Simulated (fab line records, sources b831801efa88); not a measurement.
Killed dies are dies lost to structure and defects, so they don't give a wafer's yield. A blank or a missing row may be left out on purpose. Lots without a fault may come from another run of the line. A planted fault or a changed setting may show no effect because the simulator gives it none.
fab line records | flow sfq_line
record lots=6 wafers=18 last_day=75
route steps=325 shown I4@173 JJ@178
lots that met no fault: from a run of the same line without faults
start_h: hours from the record's first day to the start of the lot's first wafer shown | wait_h: hours since the lot's step before | " the same as in the row above | L1.1+2: a row that stands for several wafers | - no value, or no start given | * or withheld: withheld | < > ~ a bound
route shown NAME@n: a module of which the file shows steps, and the number in the route of the first | usual: mean/standard deviation of fault-free wafers | same: alike in all rows | chamber/n: place in a boat | sites: the reading at each site | _std_site: their standard deviation | _edge_site: outer sites' mean less inner sites' | radius_mm: how far each site lies from the wafer's centre | mask NAME#n: copy n | behind: the tool/chamber that last shaped the wafer | hold: why the lot was held/for how many hours/how that ended | device: the transistor (n, p or np) that didn't switch | end of line: the same wafers' tests at the end of the route | a step without rows: its recipe alone | killed: dies lost to structure and defects at the first sort, not the wafer's yield | map: a wafer's dies, x killed, . not, _ none there
set.NAME: the setting as run; set.NAME@STEP: as run at that earlier step | model.NAME: the simulator's own value behind a step, which no gauge read
lots at some steps of the route; a table a step, a row a wafer
services: from which hour (start_h, from the record's first day; less than 0 if before it) a tool's chamber was out of use, for how many hours, and why
## steps
# step SFQ_I4_OVL_MEAS_928
# usual I4_OVL=0/5
# columns lot.wafer tool chamber start_h wait_h I4_OVL[nm]
L111.1 overlay-02 - 878.51 0.1 4
L111.2 " - " " 2
L111.3 " - " " 7
L120.2 overlay-01 - 984.77 0.1 -14
L120.3 " - " " -2
L120.4 " - " " -8
L121.2 overlay-02 - 1009.51 0.1 -5
L121.3 " - " " 2
L121.6 " - " " -3
L122.4 overlay-02 - 1015.52 0.1 8
L122.5 " - " " 4
L122.6 " - " " 9
L130.2 overlay-02 - 1112.95 0.1 5
L130.4 " - " " 7
L130.5 " - " " 5
L132.2 overlay-01 - 1139.45 0.1 -4
L132.3 " - " " -7
L132.6 " - " " -12
# step SFQ_TRILAYER_I4_VIA_BARC_OPEN_VIA_ETCH_146
# recipe mask_material=PR chemistry=O2 target_depth_nm=125 target=BARC source_w=500 bias_w=80 pressure_mtorr=30 time_s=41.7
# step SFQ_TRILAYER_I4_VIA_ETCH_VIA_ETCH_106
# recipe target=SiO2 stop_on=Nb mask_material=PR taper_deg=20 chemistry=CHF3 target_depth_nm=260 source_w=500 bias_w=80 pressure_mtorr=30 time_s=withheld
# usual drypump_motor_current_A=5.4/0.35 oes_product_au=0.855/0.0049
# columns lot.wafer tool chamber start_h wait_h drypump_motor_current_A oes_product_au
L111.1 rie_diel-02 2 878.59 0.0 6.0 0.853
L111.2 " 1 " " 5.2 0.852
L111.3 " 0 " " 5.8 0.856
L120.2 rie_diel-04 0 984.84 0.0 5.0 0.863
L120.3 " 2 " " 5.4 0.859
L120.4 " 1 " " 5.8 0.859
L121.2 rie_diel-01 2 1009.58 0.0 5.6 0.856
L121.3 " 0 " " 5.2 0.850
L121.6 " 0 " " 5.2 0.851
L122.4 rie_diel-01 0 1015.58 0.0 5.2 0.862
L122.5 " 2 " " 5.6 0.849
L122.6 " 3 " " 5.4 0.849
L130.2 rie_diel-04 1 1113.02 0.0 5.8 0.851
L130.4 " 2 " " 5.3 0.848
L130.5 " 3 " " 4.9 0.847
L132.2 rie_diel-01 3 1139.52 0.0 5.4 0.856
L132.3 " 0 " " 5.2 0.865
L132.6 " 2 " " 5.6 0.860
# step SFQ_TRILAYER_I4_VIA_STRIP_STRIP_107
# recipe gas=O2 power_w=200 platen_temp_c=40 overash_fraction=0.65 chemistry=O2 pressure_mtorr=50
# usual drypump_motor_current_A=5.9/0.38 oes_product_au=0.997/0.01
# columns lot.wafer tool chamber start_h wait_h drypump_motor_current_A oes_product_au rf_hours_counter_h
L111.1 rie_metal-01 1 878.70 - 5.8 0.977 133
L111.2 " 1 " " 5.9 0.977 -
L111.3 " 1 " " 5.9 0.992 -
L120.2 rie_metal-02 0 984.95 - 5.6 0.993 145
L120.3 " 0 " " 5.6 0.994 -
L120.4 " 1 " " 6.2 1.012 -
L121.2 rie_metal-04 1 1009.69 - 5.4 0.994 78
L121.3 " 1 " " 5.4 0.998 -
L121.6 " 1 " " 5.4 0.994 -
L122.4 rie_metal-01 1 1015.89 - 5.9 0.995 -
L122.5 " 1 " " 5.9 1.004 -
L122.6 " 0 " " 5.8 0.994 -
L130.2 rie_metal-04 0 1113.14 - 6.4 1.020 140
L130.4 " 0 " " 6.4 1.003 -
L130.5 " 0 " " 6.4 1.007 -
L132.2 rie_metal-04 0 1139.64 - 6.4 1.008 145
L132.3 " 1 " " 5.4 0.992 -
L132.6 " 1 " " 5.4 0.983 -
# step SFQ_TRILAYER_I4_VIA_STRIP_SOLV_CLEAN_108
# recipe chemistry=NMP temp_c=70 time_s=600
# step SFQ_TRILAYER_JJ_TRILAYER_DEP_PRE_CLEAN_113
# recipe gas=Ar time_s=22.5 bias_v=250
# step SFQ_TRILAYER_JJ_TRILAYER_DEP_SPUTTER_109
# recipe material=Nb base_pressure_pa=1.33e-06 chamber_pressure_pa=0.1333 substrate_temp_c=20 target_thk_nm=150 power_w=2000 time_s=100
# step SFQ_TRILAYER_JJ_TRILAYER_DEP_SPUTTER_110
# recipe material=Al base_pressure_pa=1.33e-06 target_thk_nm=8 power_w=500 time_s=10 chamber_pressure_pa=0.4
# step SFQ_TRILAYER_JJ_TRILAYER_DEP_AL_OXIDATION_111
# recipe pressure_mbar=0.014667 oxidation_time_s=600 temperature_k=293
# step SFQ_TRILAYER_JJ_TRILAYER_DEP_SPUTTER_112
# recipe material=Nb base_pressure_pa=1.33e-06 chamber_pressure_pa=0.1333 substrate_temp_c=20 target_thk_nm=170 power_w=2000 time_s=113.3
# usual chamber_pressure_pa=0.13326/0.00025 throttle_valve_pct=30.2/0.85
# columns lot.wafer tool chamber start_h wait_h chamber_pressure_pa throttle_valve_pct
L111.1 pvd_sputter-06 - 881.20 0.5 0.13293 31.2
L111.2 " - " " 0.13347 31.0
L111.3 " - " " 0.13302 31.2
L120.2 pvd_sputter-03 - 986.85 0.5 0.13305 29.6
L120.3 " - " " 0.13335 29.8
L120.4 " - " " 0.13309 29.1
L121.2 pvd_sputter-04 - 1011.59 0.5 0.1327 30.5
L121.3 " - " " 0.13316 29.7
L121.6 " - " " 0.1327 30.7
L122.4 pvd_sputter-04 - 1017.59 0.5 0.13338 29.9
L122.5 " - " " 0.13294 30.1
L122.6 " - " " 0.13323 29.8
L130.2 pvd_sputter-04 - 1115.04 0.5 0.1334 29.7
L130.4 " - " " 0.13339 30.0
L130.5 " - " " 0.13311 30.0
L132.2 pvd_sputter-04 - 1141.54 0.5 0.13372 30.0
L132.3 " - " " 0.13331 29.8
L132.6 " - " " 0.13351 30.1
# step SFQ_JJ_RS_MEAS_929
# recipe thk_meas_gauge=four-point-probe reads=Nb_of_TRILAYER_JJ_TRILAYER_DEP_SPUTTER_112
# usual JJ_NB_RS=1.046/0.011
# columns lot.wafer tool chamber start_h wait_h JJ_NB_RS[ohm/sq]
L111.1 film_metro-01 - 881.28 0.0 1.059
L111.2 " - " " 1.061
L111.3 " - " " 1.043
L120.2 film_metro-01 - 986.95 0.1 1.049
L120.3 " - " " 1.047
L120.4 " - " " 1.047
L121.2 film_metro-02 - 1011.69 0.1 1.044
L121.3 " - " " 1.050
L121.6 " - " " 1.052
L122.4 film_metro-02 - 1017.73 0.1 1.064
L122.5 " - " " 1.060
L122.6 " - " " 1.058
L130.2 film_metro-04 - 1115.14 0.1 1.035
L130.4 " - " " 1.036
L130.5 " - " " 1.050
L132.2 film_metro-01 - 1141.64 0.1 1.038
L132.3 " - " " 1.035
L132.6 " - " " 1.049
# step SFQ_TRILAYER_JJ_CE_LITHO_COAT_119
# recipe resist=BARC spin_rpm=3000 resist_thk_nm=62
# usual spin_speed_rpm=2999.8/1.8
# columns lot.wafer tool chamber start_h wait_h spin_speed_rpm model.BARC_of_TRILAYER_JJ_CE_LITHO_COAT_119.thk_nm
L111.1 litho_track-03 0 881.46 0.1 2999.1 62.3
L111.2 " 0 " " 3002.7 62.3
L111.3 " 0 " " 3001.3 62.18
L120.2 litho_track-04 0 987.16 0.1 2890.1 63.48
L120.3 " 0 " " 2892.1 63.38
L120.4 " 0 " " 2892.8 63.28
L121.2 litho_track-04 0 1011.90 0.1 2890.2 63.53
L121.3 " 0 " " 2889.9 63.43
L121.6 " 0 " " 2891.9 63.36
L122.4 litho_track-03 0 1018.00 0.2 3000.6 62
L122.5 " 0 " " 3000.3 61.81
L122.6 " 0 " " 3000.4 62.12
L130.2 litho_track-04 0 1115.35 0.1 2998.4 62.29
L130.4 " 0 " " 2996.8 62.22
L130.5 " 0 " " 2995.8 62.29
L132.2 litho_track-03 0 1141.85 0.1 2999.4 62.17
L132.3 " 0 " " 2996.6 62.17
L132.6 " 0 " " 2998.6 61.96
# step SFQ_TRILAYER_JJ_CE_LITHO_COAT_114
# recipe resist=KrF spin_rpm=3000 resist_thk_nm=600
# step SFQ_TRILAYER_JJ_CE_LITHO_SOFTBAKE_118
# recipe temp_c=withheld time_s=withheld resist=KrF
# step SFQ_TRILAYER_JJ_CE_LITHO_EXPOSE_115
# recipe mask_id=J5 na=0.6 source_shape=conventional sigma_outer=0.65 target_cd_nm=700 dose_mj=14.4
# step SFQ_TRILAYER_JJ_CE_LITHO_PEB_117
# recipe peb_temp_c=115 peb_time_s=60 resist=KrF
# step SFQ_TRILAYER_JJ_CE_LITHO_DEVELOP_116
# recipe time_s=60 resist=KrF
# step SFQ_JJ_OVL_MEAS_931
# usual J5_OVL=1/6.3
# columns lot.wafer tool chamber start_h wait_h J5_OVL[nm]
L111.1 overlay-02 - 943.86 0.1 -4
L111.2 " - " " -3
L111.3 " - " " 4
L120.2 overlay-02 - 1059.26 0.1 8
L120.3 " - " " 13
L120.4 " - " " 11
L121.2 overlay-01 - 1088.36 0.1 -4
L121.3 " - " " -6
L121.6 " - " " -2
L122.4 overlay-01 - 1094.38 0.1 -2
L122.5 " - " " 3
L122.6 " - " " -1
L130.2 overlay-01 - 1217.24 0.1 -4
L130.4 " - " " -3
L130.5 " - " " -10
L132.2 overlay-01 - 1252.42 0.1 -6
L132.3 " - " " -2
L132.6 " - " " -4
# step SFQ_TRILAYER_JJ_CE_METRO_MEASURE_117
# usual cd_nm=700.2/1.2
# columns lot.wafer tool chamber start_h wait_h cd_nm
L111.1 cd_sem-01 - 943.90 0.0 702.2
L111.2 " - " " 703.1
L111.3 " - " " 705.6
L120.2 cd_sem-01 - 1059.49 0.2 701.3
L120.3 " - " " 701.4
L120.4 " - " " 701.2
L121.2 cd_sem-02 - 1088.59 0.2 700.5
L121.3 " - " " 700.6
L121.6 " - " " 701.1
L122.4 cd_sem-01 - 1094.99 0.6 700.8
L122.5 " - " " 700.4
L122.6 " - " " 699.6
L130.2 cd_sem-01 - 1217.47 0.2 700.6
L130.4 " - " " 700.3
L130.5 " - " " 699.0
L132.2 cd_sem-01 - 1252.65 0.2 700.4
L132.3 " - " " 702.1
L132.6 " - " " 700.5
# step SFQ_TRILAYER_JJ_CE_BARC_OPEN_RIE_150
# recipe mask_material=PR chemistry=O2 target_depth_nm=240 target=BARC icp_w=600 bias_w=80 pressure_mtorr=10 time_s=80
# usual drypump_motor_current_A=5.9/0.32 oes_product_au=0.538/0.0044
# columns lot.wafer tool chamber start_h wait_h drypump_motor_current_A oes_product_au rf_hours_counter_h model.etch.depth_nm
L111.1 rie_metal-04 0 945.10 1.0 6.4 0.525 110 62.3
L111.2 " 1 " " 5.4 0.535 66 62.3
L111.3 " 1 " " 5.4 0.546 - 62.18
L120.2 rie_metal-03 1 1060.49 0.8 6.0 0.540 90 63.48
L120.3 " 0 " " 5.9 0.539 - 63.38
L120.4 " 1 " " 6.0 0.535 - 63.28
L121.2 rie_metal-03 0 1089.59 0.8 5.8 0.540 56 63.53
L121.3 " 0 " " 5.8 0.548 - 63.43
L121.6 " 1 " " 5.9 0.546 - 63.36
L122.4 rie_metal-02 1 1095.69 0.5 6.2 0.529 - 62
L122.5 " 1 " " 6.2 0.535 - 61.81
L122.6 " 1 " " 6.2 0.533 - 62.12
L130.2 rie_metal-04 1 1218.47 0.8 5.5 0.537 113 62.29
L130.4 " 1 " " 5.5 0.542 - 62.22
L130.5 " 0 " " 6.4 0.543 - 62.29
L132.2 rie_metal-02 1 1253.65 0.8 6.2 0.545 162 62.17
L132.3 " 0 " " 5.6 0.540 - 62.17
L132.6 " 0 " " 5.6 0.542 - 61.96
# step SFQ_TRILAYER_JJ_CE_ETCH_RIE_118
# recipe target=Nb stop_on=Al2O3 mask_material=PR taper_deg=13.257 over_etch_frac=0.15 time_s=97.7 chemistry=SF6 target_depth_nm=170 icp_w=600 bias_w=80 pressure_mtorr=10
# usual drypump_motor_current_A=5.9/0.33 oes_product_au=0.990/0.0064
# columns lot.wafer tool chamber start_h wait_h drypump_motor_current_A oes_product_au rf_hours_counter_h
L111.1 rie_metal-04 0 945.19 0.1 6.4 0.980 110
L111.2 " 1 " " 5.4 0.987 66
L111.3 " 1 " " 5.4 0.988 -
L120.2 rie_metal-03 1 1060.58 0.1 5.9 0.984 91
L120.3 " 0 " " 5.9 0.989 -
L120.4 " 1 " " 5.9 0.988 -
L121.2 rie_metal-03 0 1089.69 0.1 5.8 0.991 56
L121.3 " 0 " " 5.9 0.979 -
L121.6 " 1 " " 6.0 0.985 -
L122.4 rie_metal-02 1 1095.88 0.2 6.2 0.981 -
L122.5 " 1 " " 6.3 0.981 -
L122.6 " 1 " " 6.3 0.985 -
L130.2 rie_metal-04 1 1218.56 0.1 5.5 0.992 113
L130.4 " 1 " " 5.4 0.996 -
L130.5 " 0 " " 6.4 0.985 -
L132.2 rie_metal-02 1 1253.77 0.1 6.2 0.997 162
L132.3 " 0 " " 5.6 1.004 -
L132.6 " 0 " " 5.6 0.998 -
## services
# columns tool chamber start_h hours kind
rie_metal-04 1 857.93 4.7 repair
cd_sem-01 - 875.85 0.9 pm
cd_sem-01 - 899.31 0.7 pm
rie_metal-02 1 915.54 1.7 repair
rie_metal-02 - 924.60 1.2 repair
rie_diel-01 0 933.78 9.4 repair
rie_metal-03 - 945.08 13.5 repair
pvd_sputter-04 - 961.72 7.0 repair
rie_diel-01 1 965.36 2.9 repair
cd_sem-01 - 1018.73 0.9 pm
rie_metal-02 1 1035.46 8.2 repair
rie_diel-01 3 1042.62 6.9 repair
cd_sem-01 - 1060.49 0.3 pm
cd_sem-01 - 1083.31 0.6 pm
cd_sem-01 - 1095.96 2.8 pm
rie_diel-01 1 1131.16 16.0 repair
rie_diel-01 - 1144.05 0.7 repair
rie_diel-01 1 1154.72 3.8 repair
rie_metal-03 - 1169.47 1.4 pm
rie_diel-01 - 1194.55 0.4 repair
cd_sem-01 - 1203.12 0.3 pm
rie_metal-02 - 1210.28 2.8 pm
pvd_sputter-04 - 1213.66 2.1 repair
cd_sem-01 - 1243.85 1.2 pm
## key
first_sign step=SFQ_TRILAYER_JJ_CE_LITHO_COAT_119 reading=spin_speed_rpm direction=down sigmas=59 usual=2999.8 struck=2891.2
effect none on later readings
model_effect step=SFQ_TRILAYER_JJ_CE_LITHO_COAT_119 value=BARC_of_TRILAYER_JJ_CE_LITHO_COAT_119.thk_nm without=62.25 struck=63.41
model_effect step=SFQ_TRILAYER_JJ_CE_BARC_OPEN_RIE_150 value=etch.depth_nm without=62.25 struck=63.41
met_at SFQ_TRILAYER_JJ_CE_LITHO_COAT_119
struck_wafers L120.2,L120.3,L120.4,L121.2,L121.3,L121.6
fault kind=process_parameter_drift tool=litho_track-04 chamber=- onset_h=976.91 steps=SFQ_TRILAYER_JJ_CE_LITHO_COAT_119 channel=spin_rpm offset=-108.56 shape=step end_h=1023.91 acts_in=these_recipes_only stated=3000
